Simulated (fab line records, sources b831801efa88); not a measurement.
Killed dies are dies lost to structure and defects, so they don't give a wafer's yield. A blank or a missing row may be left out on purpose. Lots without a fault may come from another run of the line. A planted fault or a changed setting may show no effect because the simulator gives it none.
A struck lot beside a sound one | flow sfq_line | 42 steps out of a route of 325
Sound: wafers L346.1, L346.2, L346.5. Struck: wafer L363.1. (L363.5, L363.6 of the same lot were not struck and are left out.) The cause comes at the end.
At each step with rows: each side's tool, then ch and its chambers, then its first start. Under that, the readings that differ: sound wafers | struck wafers | difference of the means | sigmas: that difference in standard deviations of wafers without a fault.
alike: readings whose means differ by less than 2 such deviations, and words and numbers that are the same on both sides. not compared: withheld readings, readings that some wafer has no value for, bounds like >300 that may hide the same value, and numbers for which the record gives no deviation and whose values overlap.
The two part at a step that has a row with sigmas, a row that says differs or no value, or rows on one side only. Numbers that don't overlap but have no deviation are shown without sigmas and don't part them. A reading that every wafer of one side lacks parts them only if that side has two wafers or more.

first, 6 steps without rows for these wafers: SFQ_TRILAYER_I0_VIA_LITHO_COAT_036 (resist thk 62 nm); SFQ_TRILAYER_I0_VIA_LITHO_COAT_031 (resist thk 650 nm); SFQ_TRILAYER_I0_VIA_LITHO_SOFTBAKE_035; SFQ_TRILAYER_I0_VIA_LITHO_EXPOSE_032 (exposes mask I0, target cd 500 nm); SFQ_TRILAYER_I0_VIA_LITHO_PEB_034 (peb time 60 s); SFQ_TRILAYER_I0_VIA_LITHO_DEVELOP_033 (time 60 s).
SFQ_I0_OVL_MEAS_908:
  sound on overlay-02, day 21 10:11; struck on overlay-01, day 28 23:56
  alike: I0_OVL
then, 2 steps without rows for these wafers: SFQ_TRILAYER_I0_VIA_BARC_OPEN_VIA_ETCH_046 (etches BARC in O2, target depth 125 nm, time 41.7 s); SFQ_TRILAYER_I0_VIA_ETCH_VIA_ETCH_034 (etches SiO2 in CHF3, stops on Nb, target depth 260 nm).
SFQ_TRILAYER_I0_VIA_STRIP_STRIP_035: strips in O2.
  sound on rie_metal-01 ch 0,1, day 21 10:23; struck on rie_metal-01 ch 0, day 29 00:07
  alike: drypump_motor_current_A, oes_product_au, platen_temp_c
  not compared: rf_hours_counter_h
then, 2 steps without rows for these wafers: SFQ_TRILAYER_I0_VIA_STRIP_SOLV_CLEAN_036 (cleans in NMP, time 600 s); SFQ_TRILAYER_M1_DEP_PRE_CLEAN_038 (time 22.5 s).
SFQ_TRILAYER_M1_DEP_SPUTTER_037: material Nb, target thk 200 nm, time 133.3 s.
  sound on pvd_sputter-04, day 21 11:11; struck on pvd_sputter-05, day 29 00:55
  reading                                             | sound           | struck | difference | sigmas
  model.Nb_of_TRILAYER_M1_DEP_SPUTTER_037.thk_nm (nm) | 200.4 202 200.5 | 193.5  | -7.5       |
  alike: throttle_valve_pct
SFQ_M1_RS_MEAS_909: measures by four-point-probe.
  sound on film_metro-01, day 21 11:23; struck on film_metro-02, day 29 01:01
  reading           | sound             | struck | difference | sigmas
  M1_NB_RS (ohm/sq) | 0.891 0.883 0.888 | 0.921  | +0.034     | +3
then, 6 steps without rows for these wafers: SFQ_TRILAYER_M1_LITHO_COAT_044 (resist thk 62 nm); SFQ_TRILAYER_M1_LITHO_COAT_039 (resist thk 600 nm); SFQ_TRILAYER_M1_LITHO_SOFTBAKE_043; SFQ_TRILAYER_M1_LITHO_EXPOSE_040 (exposes mask M1, target cd 500 nm); SFQ_TRILAYER_M1_LITHO_PEB_042 (peb time 60 s); SFQ_TRILAYER_M1_LITHO_DEVELOP_041 (time 60 s).
-- the record jumps here: 7 days lie between the struck wafers' starts before and after --
SFQ_M1_OVL_MEAS_911:
  sound on overlay-01, day 28 07:08; struck on overlay-01, day 35 15:04
  alike: M1_OVL
SFQ_TRILAYER_M1_BARC_OPEN_METAL_ETCH_054: etches BARC in O2, target depth 125 nm, time 41.7 s.
  sound on rie_metal-04 ch 0,1, day 28 07:10; struck on rie_metal-04 ch 1, day 35 15:07
  alike: drypump_motor_current_A, oes_product_au
  not compared: rf_hours_counter_h
SFQ_TRILAYER_M1_ETCH_METAL_ETCH_042: etches Nb in Cl2/Ar, stops on SiO2, target depth 240 nm, time 120 s.
  sound on rie_metal-04 ch 0,1, day 28 07:14; struck on rie_metal-04 ch 1, day 35 15:14
  alike: drypump_motor_current_A, oes_product_au
  not compared: rf_hours_counter_h
then, 3 steps without rows for these wafers: SFQ_TRILAYER_M1_STRIP_STRIP_043 (strips in O2); SFQ_TRILAYER_M1_STRIP_SOLV_CLEAN_044 (cleans in NMP, time 600 s); SFQ_TRILAYER_I1_DEP_PECVD_045 (deposits SiO2 from SiH4/N2O, time 111.11 s, target thk 500 nm).
SFQ_TRILAYER_I1_CMP_CMP_046: polishes SiO2.
  sound on cmp-01 ch 1,3, day 28 12:35; struck on cmp-02 ch 0, day 35 18:27
  reading                | sound       | struck | difference | sigmas
  time_to_endpoint_s (s) | 219 221 228 | 204    | -19        | -3
  alike: motor_current_A, platen_rpm, slurry_filter_dp_kPa, slurry_flow_ml_min
SFQ_I1_BOW_MEAS_912:
  sound on film_metro-01, day 28 15:05; struck on film_metro-01, day 35 20:27
  alike: I1_BOW
then, 7 steps without rows for these wafers: SFQ_TRILAYER_I1_METRO_MEASURE_047; SFQ_TRILAYER_I1_VIA_LITHO_COAT_054 (resist thk 62 nm); SFQ_TRILAYER_I1_VIA_LITHO_COAT_049 (resist thk 650 nm); SFQ_TRILAYER_I1_VIA_LITHO_SOFTBAKE_053; SFQ_TRILAYER_I1_VIA_LITHO_EXPOSE_050 (exposes mask I1, target cd 500 nm); SFQ_TRILAYER_I1_VIA_LITHO_PEB_052 (peb time 60 s); SFQ_TRILAYER_I1_VIA_LITHO_DEVELOP_051 (time 60 s).
-- the record jumps here: 6 days lie between the struck wafers' starts before and after --
SFQ_I1_OVL_MEAS_913:
  sound on overlay-01, day 35 03:04; struck on overlay-01, day 42 03:50
  alike: I1_OVL
SFQ_TRILAYER_I1_VIA_BARC_OPEN_VIA_ETCH_071: etches BARC in O2, target depth 125 nm, time 41.7 s.
  sound on rie_diel-01 ch 0,1,3, day 35 03:07; struck on rie_diel-02 ch 2, day 42 03:53
  reading               | sound             | struck | difference | sigmas
  oes_product_au (a.u.) | 0.683 0.681 0.678 | 0.690  | +0.009     | +2
  alike: drypump_motor_current_A
  not compared: rf_hours_counter_h
SFQ_TRILAYER_I1_VIA_ETCH_VIA_ETCH_052: etches SiO2 in CHF3, stops on Nb, target depth 260 nm.
  sound on rie_diel-01 ch 0,1,3, day 35 03:09; struck on rie_diel-02 ch 2, day 42 03:55
  reading                                             | sound             | struck | difference | sigmas
  model.Nb_of_TRILAYER_M1_DEP_SPUTTER_037.thk_nm (nm) | 200.2 201.8 200.4 | 193.3  | -7.5       |
  alike: drypump_motor_current_A, oes_product_au
SFQ_TRILAYER_I1_VIA_STRIP_STRIP_053: strips in O2.
  sound on rie_metal-02 ch 0,1, day 35 03:16; struck on rie_metal-01 ch 0, day 42 04:02
  alike: drypump_motor_current_A, oes_product_au, platen_temp_c
  not compared: rf_hours_counter_h
then, 2 steps without rows for these wafers: SFQ_TRILAYER_I1_VIA_STRIP_SOLV_CLEAN_054 (cleans in NMP, time 600 s); SFQ_TRILAYER_M2_DEP_PRE_CLEAN_056 (time 22.5 s).
-- the record jumps here: 56 days lie between the struck wafers' starts before and after --
SFQ_M8_BOW_MEAS_951:
  sound on film_metro-03, day 91 09:21; struck on film_metro-02, day 97 21:34
  reading                 | sound                | struck | difference | sigmas
  model.etest.m1.ohm_um   | 1.788 1.774 1.786    | 1.845  | +0.062     |
  model.etest.i0.link_ohm | 1.973 1.959 1.97     | 2.01   | +0.04      |
  model.etest.i1.link_ohm | 1.96 1.951 1.96      | 2.008  | +0.051     |
  model.etest.m1.ohm_sq   | 0.8894 0.8823 0.8887 | 0.9212 | +0.0344    |
  alike: M8_BOW

WHERE THEY PART
First at SFQ_M1_RS_MEAS_909; last, within this record, at SFQ_TRILAYER_I1_VIA_BARC_OPEN_VIA_ETCH_071. Later steps at which nothing parts them and some readings are alike: SFQ_TRILAYER_I1_VIA_ETCH_VIA_ETCH_052, SFQ_TRILAYER_I1_VIA_STRIP_STRIP_053, SFQ_M8_BOW_MEAS_951.

WHY: what the simulator had put in
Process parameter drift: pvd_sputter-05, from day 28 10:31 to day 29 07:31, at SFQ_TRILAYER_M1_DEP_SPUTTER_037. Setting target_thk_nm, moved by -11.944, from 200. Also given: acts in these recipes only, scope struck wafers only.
